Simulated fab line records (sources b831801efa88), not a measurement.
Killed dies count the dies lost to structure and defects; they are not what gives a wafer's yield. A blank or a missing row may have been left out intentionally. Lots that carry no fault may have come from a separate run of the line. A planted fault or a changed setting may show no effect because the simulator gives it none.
Which tool is to blame?    flow gf180mcu    12 lots, 36 wafers sampled, at 4 steps of a route of 602

WHAT EACH GAUGE READ, for each wafer
GF_V2_THK_MEAS_25: measures by xrf. Usual: V2_W_THK typically reads 344 nm, with standard deviation 5.6.
lot   measured      on             V2_W_THK (nm)  flag
L701  day 21 02:04  film_metro-04  344 351 350    
L702  day 21 18:49  film_metro-04  344 349 352    
L703  day 21 18:41  film_metro-01  343 335 344    
L704  day 22 03:38  film_metro-04  354 354 346    
L705  day 22 17:00  film_metro-04  351 352 348    
L706  day 22 17:45  film_metro-03  335 346 331    
L715  day 25 23:07  film_metro-01  335 337 338    
L716  day 26 00:04  film_metro-04  336 338 343    
L717  day 26 03:49  film_metro-03  341 349 348    
L720  day 26 21:05  film_metro-04  337 343 345    
L721  day 27 03:21  film_metro-01  345 340 342    
L722  day 27 12:52  film_metro-01  342 341 347    

GF_M3_RS_MEAS_05: measures by four-point-probe. Usual: M3_ALCU_RS typically reads 0.0694 ohm/sq, with standard deviation 0.00071.
lot   measured      on             M3_ALCU_RS (ohm/sq)   flag
L701  day 21 02:39  film_metro-01  0.0701 0.0703 0.0704  
L702  day 21 19:34  film_metro-04  0.0681 0.0691 0.0692  
L703  day 21 19:16  film_metro-02  0.0686 0.0687 0.0687  
L704  day 22 04:13  film_metro-02  0.0708 0.0695 0.0703  
L705  day 22 17:35  film_metro-02  0.0694 0.0699 0.0700  
L706  day 22 18:20  film_metro-02  0.0719 0.0703 0.0712  
L715  day 25 23:43  film_metro-04  0.0690 0.0691 0.0691  
L716  day 26 00:41  film_metro-01  0.0686 0.0690 0.0689  
L717  day 26 04:24  film_metro-04  0.0691 0.0696 0.0693  
L720  day 26 21:40  film_metro-01  0.0693 0.0690 0.0692  
L721  day 27 03:58  film_metro-04  0.0703 0.0697 0.0693  
L722  day 27 13:27  film_metro-04  0.0691 0.0697 0.0692  

WHICH TOOL RAN EACH LOT (tool, then ch and the chambers of the sampled wafers, then the start)
lot   GF_V2_ETCH_16                       GF_V2_CMP_26
L701  rie_diel-01 ch 1,2, day 21 00:39    cmp-01 ch 0,1,2, day 21 02:10
L702  rie_diel-04 ch 0,1,3, day 21 17:24  cmp-02 ch 0,2,3, day 21 19:03
L703  rie_diel-01 ch 1,2,3, day 21 17:40  cmp-02 ch 1,2, day 21 18:45
L704  rie_diel-04 ch 1,2,3, day 22 02:34  cmp-02 ch 1,2, day 22 03:41
L705  rie_diel-01 ch 0,1,2, day 22 16:01  cmp-01 ch 1,2,3, day 22 17:07
L706  rie_diel-02 ch 0,1, day 22 16:41    cmp-01 ch 0,1,2, day 22 17:52
L715  rie_diel-02 ch 0,1,3, day 25 22:06  cmp-01 ch 0,1,2, day 25 23:15
L716  rie_diel-01 ch 0,3, day 25 23:03    cmp-01 ch 0,2,3, day 26 00:15
L717  rie_diel-04 ch 1,2, day 26 02:49    cmp-02 ch 0,2, day 26 03:55
L720  rie_diel-04 ch 0,1, day 26 20:03    cmp-02 ch 0,2, day 26 21:11
L721  rie_diel-02 ch 0,1,2, day 27 02:21  cmp-02 ch 0,1,3, day 27 03:25
L722  rie_diel-02 ch 0,1, day 27 11:51    cmp-02 ch 1,2,3, day 27 13:01
- GF_V2_ETCH_16: etches BARC in N2/H2.
- GF_V2_CMP_26: polishes, stops on SiO2, t overpolish 15 s, target thk 0 nm.

WHAT THE TOOLS THEMSELVES READ (means of the sampled wafers that have a number; where no wafer has one, the mark that the record gives instead)
GF_V2_ETCH_16. Usual: chamber_pressure_mTorr 30.00 mTorr, standard deviation 0.033; drypump_motor_current_A 5.6 A, standard deviation 0.47; oes_product_au 0.854 a.u., standard deviation 0.0049; throttle_valve_pct 13.224 %, standard deviation 0.0083.
lot   tool         chamber_pressure_mTorr (mTorr)  drypump_motor_current_A (A)  oes_product_au (a.u.)  throttle_valve_pct (%)  flag
L701  rie_diel-01  30.00                           5.7                          0.860                  13.224                  
L702  rie_diel-04  30.00                           5.8                          0.853                  13.222                  
L703  rie_diel-01  30.02                           5.5                          0.851                  13.230                  
L704  rie_diel-04  30.00                           5.6                          0.856                  13.223                  
L705  rie_diel-01  29.99                           5.5                          0.851                  13.229                  
L706  rie_diel-02  30.02                           5.2                          0.852                  13.226                  
L715  rie_diel-02  29.99                           5.5                          0.854                  13.225                  
L716  rie_diel-01  29.99                           5.1                          0.855                  13.227                  
L717  rie_diel-04  30.02                           5.6                          0.854                  13.217                  
L720  rie_diel-04  30.01                           5.9                          0.853                  13.229                  
L721  rie_diel-02  30.02                           5.7                          0.857                  13.225                  
L722  rie_diel-02  30.03                           5.2                          0.858                  13.221                  

GF_V2_CMP_26. Usual: motor_current_A 11.0 A, standard deviation 1.1; overpolish_run_s 15.001 s, standard deviation 0.01; platen_rpm 59.99 rpm, standard deviation 0.039; time_to_endpoint_s 86 s, standard deviation 3.4.
lot   tool    motor_current_A (A)  overpolish_run_s (s)  platen_rpm (rpm)  time_to_endpoint_s (s)  flag
L701  cmp-01  9.8                  14.998                60.00             84                      
L702  cmp-02  11.9                 15.009                59.99             85                      
L703  cmp-02  12.0                 15.008                59.99             85                      
L704  cmp-02  11.8                 15.008                59.99             84                      
L705  cmp-01  10.5                 15.001                59.97             94                      
L706  cmp-01  9.8                  14.996                59.96             88                      
L715  cmp-01  9.9                  14.995                62.01             84                      OFF
L716  cmp-01  10.0                 15.001                61.99             79                      OFF
L717  cmp-02  11.4                 15.002                60.05             89                      
L720  cmp-02  11.3                 14.999                59.97             86                      
L721  cmp-02  11.5                 15.003                59.99             86                      
L722  cmp-02  12.1                 14.998                59.95             79                      

THE ANSWER, worked out from the rows above alone
Rule: take the mean of a lot's wafers that have a number; if it is more than 3 standard deviations from the usual mean, the lot is off. A lot without any number at a reading at which 4 lots or more have one is off too. The other lots that the step has rows for count as sound. After the gauges, taken in route order, come the tools' own readings; for these a lot's mean is taken, as printed above. At the first step where some lot is off, the reading lying furthest off is the one used; lots without a number count as furthest.
Off: L715, L716, at GF_V2_CMP_26 (platen_rpm).
If a tool, at that step or one of the process steps before it, ran each lot that is off and ran no sound lot following the first of them, it fits. One fits: GF_V2_CMP_26 on cmp-01. Its last sound lot is L706 (day 22 17:52), its first lot that is off L715 (day 25 23:15): a fault that began between those two fits.
On the lots that are off, the tool's own readings at GF_V2_CMP_26 differ by more than 5 times the standard deviation of the sound lots' means, which bears it out; platen_rpm reads 62.00 rpm there versus 59.99 rpm on the sound lots.

WHAT WAS PUT IN BY THE SIMULATOR
cmp-01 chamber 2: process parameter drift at GF_V2_CMP_26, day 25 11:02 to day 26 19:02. A move of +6 in setting platen_rpm, from 60. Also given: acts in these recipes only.
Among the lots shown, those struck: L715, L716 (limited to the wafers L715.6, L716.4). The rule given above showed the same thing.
